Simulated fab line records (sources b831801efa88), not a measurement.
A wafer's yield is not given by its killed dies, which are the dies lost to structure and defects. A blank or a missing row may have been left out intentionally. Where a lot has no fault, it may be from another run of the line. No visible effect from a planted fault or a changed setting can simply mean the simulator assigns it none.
A struck lot beside a sound one + flow sky130 + 27 out of 708 route steps
Sound: these wafers, L162.2, L162.3, L162.6. Wafers L163.1, L163.3, L163.5 were the ones struck. The cause is given at the end.
Each step with rows lists, per side, the tool, then ch with its chambers, then its first start. Under that, the readings that differ: sound wafers + struck wafers + difference of the means + sigmas: that difference in standard deviations of wafers without a fault.
alike: same words and numbers on both sides, and readings whose means sit less than 2 such deviations apart. not compared: any withheld reading, any reading some wafer has no value for, any bound like >300 that may hide the same value, and any number with overlapping values for which the record gives no deviation.
Wherever a step has rows on one side only, a row that says differs or no value, or a row with sigmas, the two part there. When numbers do not overlap yet have no deviation, they are printed without sigmas and do not part them. Lack of a reading on every wafer of one side parts them only where that side has two or more wafers.

first, 9 steps without rows for these wafers: SKY_METAL4_DESCUM_15 (chemistry O2, time 8 s); SKY_METAL4_ETCH_16 (etches BARC in N2/H2, stops on SiO2, time 88.2 s, target depth 60 nm); SKY_METAL4_ETCH_17 (etches SiO2 in C4F8/O2/Ar, stops on TiN, time 3.9 s, target depth 15 nm); SKY_METAL4_METAL_ETCH_18 (etches the open film in Cl2/BCl3, stops on SiO2, target depth 845 nm, time 183.1 s); SKY_METAL4_STRIP_19 (strips in O2/N2); SKY_METAL4_STRIP_20 (strips in post etch residue remover, time 1200 s); SKY_METAL4_CLEAN_21 (cleans in IPA, time 180 s); SKY_METAL4_CLEAN_22 (cleans in O3/DIW); SKY_VIA4_HDPCVD_00 (deposits SiO2, target thk 1750 nm, time 291.7 s).
SKY_VIA4_CMP_02: polishes SiO2.
  sound on cmp-01 ch 1,3, day 42 13:44; struck on cmp-01 ch 0,2,3, day 42 16:20
  no value came back on the struck wafers for edge-zone-pressure-frac, head-pressure-psi (psi), motor-current-A (A), slurry-flow-ml-min; on the sound wafers edge-zone-pressure-frac reads 0.996 0.996 1.004
| reading                                  | sound           | struck         | difference | sigmas |
|------------------------------------------|-----------------|----------------|------------|--------|
| model.SiO2_of_VIA4_HDPCVD_00.thk-nm (nm) | 580.3 581.3 581 | 1745 1743 1761 | +1169      |        |
SKY_VIA4_BOW_MEAS_03:
  struck on film-metro-03, day 42 16:35; sound on film-metro-02, day 42 14:04
| reading       | sound    | struck      | difference | sigmas |
|---------------|----------|-------------|------------|--------|
| VIA4_BOW (um) | 84 67 85 | 134 121 135 | +51        | +6     |
then, 7 steps without rows for these wafers: SKY_VIA4_DEHYDRATE_04 (time 60 s); SKY_VIA4_HMDS_05 (prime time 60 s); SKY_VIA4_COAT_06 (resist thk 1140 nm); SKY_VIA4_SOFTBAKE_07 (time 60 s); SKY_VIA4_EXPOSE_08 (exposes mask VIM4, target cd 800 nm); SKY_VIA4_PEB_09; SKY_VIA4_DEVELOP_10 (develop time 60 s).
SKY_VIA4_ETCH_12: etches SiO2 in C4F8/O2/Ar, stops on TiN, target depth 580 nm.
  sound on rie-diel-02 ch 1,3, day 43 12:38; struck on rie-diel-02 ch 0,1,3, day 43 15:18
| reading                          | sound             | struck            | difference | sigmas      |
|----------------------------------|-------------------|-------------------|------------|-------------|
| oes-product-au (a.u.)            | 0.924 0.927 0.925 | 1.638 1.622 1.635 | +0.706     | +99 or more |
| model.VIA4.feature-depth-nm (nm) | 580.3 581.3 581   | 662.1 656.6 662.3 | +79.5      |             |
| model.etch.depth-nm (nm)         | 580.3 581.3 581   | 662.1 656.6 662.3 | +79.5      |             |
  alike: rf-fwd-power-W
then, 6 steps without rows for these wafers: SKY_VIA4_STRIP_13 (strips in O2/N2); SKY_VIA4_STRIP_14 (strips in post etch residue remover, time 1200 s); SKY_VIA4_CLEAN_15 (cleans in IPA, time 180 s); SKY_VIA4_CLEAN_16 (cleans in O3/DIW); SKY_VIA4_SPUTTER_17 (material TiN, target thk 20 nm, time 80 s); SKY_VIA4_CVD_18 (deposits W, target thk 505 nm, time 152.14 s).
SKY_VIA4_CMP_21: polishes, stops on SiO2, t overpolish 25 s, target thk 0 nm.
  sound on cmp-02 ch 0,2, day 43 13:44; struck on cmp-02 ch 0,1, day 43 16:22
| reading                                  | sound             | struck         | difference | sigmas |
|------------------------------------------|-------------------|----------------|------------|--------|
| model.SiO2_of_VIA4_HDPCVD_00.thk-nm (nm) | 574.8 575.8 575.6 | 1739 1738 1755 | +1169      |        |
  alike: edge-zone-pressure-frac, head-pressure-psi, motor-current-A, slurry-flow-ml-min
-- the record jumps here: 3 days lie between the struck wafers' starts before and after (it left off in module VIA4 and takes up again in module PAD_OPEN, whose first step shown is number 708 of the route) --
SKY_PAD_OPEN_PROBE_99:
  struck on prober-02, day 46 12:48; sound on prober-01, day 46 09:27
| reading                  | sound          | struck         | difference | sigmas      |
|--------------------------|----------------|----------------|------------|-------------|
| defect-limited-yield (%) | 81.9 84.1 81.5 | 0 0 0          | -82        | -43         |
| killed_at_M4_up          | 5 3 2          | 401 425 404    | +407       | +99 or more |
| killed-at-contacts       | 36 21 27       | 22 13 17       | -11        | -2          |
| killed-dies              | 89 78 91       | 492 492 492    | +406       | +43         |
| killed-on-rim            | 16 13 15       | 96 96 96       | +81        | +20         |
| sort_bin_5_function (%)  | 11.0 10.0 11.4 | 93.5 93.3 91.3 | +81.9      | +55         |
| sort-n-pass              | 403 414 401    | 0 0 0          | -406       | -43         |
| sort-yield-pct (%)       | 81.9 84.1 81.5 | 0 0 0          | -82        | -43         |
  alike: killed_at_M0_to_M3, killed-at-front-end, killed-at-other, killed-open, killed-short, sort_bin_3_pad_short, sort_bin_6_memory

## WHERE THEY PART
Earliest at SKY_VIA4_CMP_02; latest, in this record, at SKY_PAD_OPEN_PROBE_99.

WHY: the cause the simulator had injected
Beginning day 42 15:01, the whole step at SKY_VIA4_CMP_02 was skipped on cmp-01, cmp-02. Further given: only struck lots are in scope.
